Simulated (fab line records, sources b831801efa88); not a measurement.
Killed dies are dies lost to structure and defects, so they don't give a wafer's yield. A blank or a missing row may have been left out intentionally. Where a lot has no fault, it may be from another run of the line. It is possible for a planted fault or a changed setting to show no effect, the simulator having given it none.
One fault through the eyes of 2 desks    flow sky130    each desk has only its own numbers; what lay behind them comes last

AT THE METROLOGY DESK
What the gauges read for every lot (on any tool): the sampled wafers with a number, averaged. If a lot's mean is further than 4 standard deviations from the usual mean, the lot is out of limits and carries the mark OUT (the distance appears in the brackets).
Columns: A = PASSIVATION_CVD_02_THK at SKY_PASSIVATION_THK_MEAS_03, usual 541 nm
lot   first seen here  A
L291  day 43 17:43     550
L292  day 43 23:21     539
L294  day 44 16:32     534
L295  day 44 22:29     536
L296  day 45 05:41     538
L297  day 45 17:45     532
L299  day 46 04:14     545
L308  day 48 08:05     550
L309  day 48 09:44     546
L310  day 48 18:54     541
L311  day 48 21:47     544
L312  day 49 08:07     541
L313  day 49 10:21     542
This desk found nothing out of limits on any of the 13 lots.

AT THE TOOL OWNER'S DESK: iline stepper-02
The tool's own readings at SKY_LDD_LDN_EXPOSE_04 (exposes mask LDNTM, target cd 700 nm): means of the sampled wafers that have a number, for each lot that ran on this tool. If a lot's mean is further than 4 standard deviations from the usual mean, the lot is out of limits and carries the mark OUT (the distance appears in the brackets).
Columns: A = focus offset nm at SKY_LDD_LDN_EXPOSE_04, usual 0.0 nm
lot   first seen here  A
L292  day 22 08:01     -0.5
L294  day 23 03:22     -0.7
L295  day 23 16:38     -0.6
L296  day 24 07:03     0.1
L297  day 24 16:27     0.4
L299  day 25 06:19     -0.5
L309  day 28 15:54     0.4
L311  day 29 07:23     0.2
This desk found nothing out of limits on any of the 8 lots.

PUT TOGETHER
Metrology desk: nothing out of limits seen.
The desk of the tool owner found nothing out of limits.

WHAT HAD BEEN PUT IN BY THE SIMULATOR
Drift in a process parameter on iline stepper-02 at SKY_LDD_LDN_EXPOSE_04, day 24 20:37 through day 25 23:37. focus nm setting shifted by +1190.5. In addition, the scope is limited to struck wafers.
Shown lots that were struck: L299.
